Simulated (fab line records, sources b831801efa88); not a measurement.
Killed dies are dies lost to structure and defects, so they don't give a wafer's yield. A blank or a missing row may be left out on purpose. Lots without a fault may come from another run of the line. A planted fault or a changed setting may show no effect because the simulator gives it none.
A struck lot beside a sound one | flow gf180mcu | 15 steps out of a route of 602
Sound: wafers L209.1, L209.4, L209.6. Struck: wafers L208.3, L208.4, L208.5. The cause comes at the end.
At each step with rows: each side's tool, then ch and its chambers, then its first start. Under that, the readings that differ: sound wafers | struck wafers | difference of the means | sigmas: that difference in standard deviations of wafers without a fault.
alike: readings whose means differ by less than 2 such deviations, and words and numbers that are the same on both sides. not compared: withheld readings, readings that some wafer has no value for, bounds like >300 that may hide the same value, and numbers for which the record gives no deviation and whose values overlap.
The two part at a step that has a row with sigmas, a row that says differs or no value, or rows on one side only. Numbers that don't overlap but have no deviation are shown without sigmas and don't part them. A reading that every wafer of one side lacks parts them only if that side has two wafers or more.

GF_MIM_SPUTTER_09: material TiN, target thk 35 nm, time 30.02 s.
  sound on pvd_sputter-03, day 29 11:13; struck on pvd_sputter-02, day 29 02:53
  alike: cathode_dc_power_W, chamber_pressure_pa, throttle_valve_pct
GF_MIM_RS_MEAS_10: measures by four-point-probe.
  sound on film_metro-02, day 29 11:18; struck on film_metro-04, day 29 02:57
  reading              | sound                | struck               | difference | sigmas
  MIM_ALCU_RS (ohm/sq) | 0.1587 0.1592 0.1587 | 0.1637 0.1634 0.1629 | +0.0045    | +2
GF_MIM_THK_MEAS_11: measures by xrf.
  sound on film_metro-02, day 29 11:25; struck on film_metro-04, day 29 03:03
  reading           | sound             | struck            | difference | sigmas
  MIM_ALCU_THK (nm) | 201.1 200.8 202.4 | 194.3 195.1 195.7 | -6.4       | -2
then, 7 steps without rows for these wafers: GF_MIM_DEHYDRATE_12 (time 60 s); GF_MIM_HMDS_13 (prime time 60 s); GF_MIM_COAT_14 (resist thk 1000 nm); GF_MIM_SOFTBAKE_15 (time 60 s); GF_MIM_EXPOSE_16 (exposes mask FuseTop, target cd 2000 nm); GF_MIM_PEB_17; GF_MIM_DEVELOP_18 (develop time 60 s).
GF_MIM_METAL_ETCH_19: etches the open film in Cl2/BCl3, stops on Si3N4, target depth 324.5 nm, time 54.1 s.
  sound on rie_metal-04 ch 0,1, day 30 05:31; struck on rie_metal-02 ch 0,1, day 29 22:11
  alike: bias_w, drypump_motor_current_A, oes_product_au, throttle_valve_pct
  not compared: rf_hours_counter_h
GF_MIM_STRIP_20: strips in O2/N2.
  sound on plasma_asher-03 ch 0,1, day 30 05:35; struck on plasma_asher-04 ch 0,1, day 29 22:16
  reading            | sound       | struck      | difference | sigmas
  heater_power_w (W) | 323 326 325 | 382 375 373 | +52        | +3
  alike: drypump_motor_current_A, oes_product_au, strip_time_to_endpoint_s
  not compared: rf_hours_counter_h
GF_MIM_STRIP_21: strips in post etch residue remover, time 1200 s.
  sound on wet_bench-04 ch 3, day 30 05:41; struck on wet_bench-01 ch 3, day 29 22:20
  reading          | sound          | struck         | difference | sigmas
  run_length_s (s) | 1226 1226 1226 | 1344 1344 1344 | +118       | +33
then, 1 step without rows for these wafers: GF_MIM_CLEAN_22 (cleans in DIW).
-- the record jumps here: 3 days lie between the struck wafers' starts before and after (it left off in module MIM and takes up again in module PASSIVATION, whose first step shown is number 602 of the route) --
GF_PASSIVATION_PROBE_99:
  the record has rows for the struck wafers here (prober-02, day 33 01:48) and none for the sound ones

WHERE THEY PART
First at GF_MIM_RS_MEAS_10; last, within this record, at GF_PASSIVATION_PROBE_99.

WHY: what the simulator had put in
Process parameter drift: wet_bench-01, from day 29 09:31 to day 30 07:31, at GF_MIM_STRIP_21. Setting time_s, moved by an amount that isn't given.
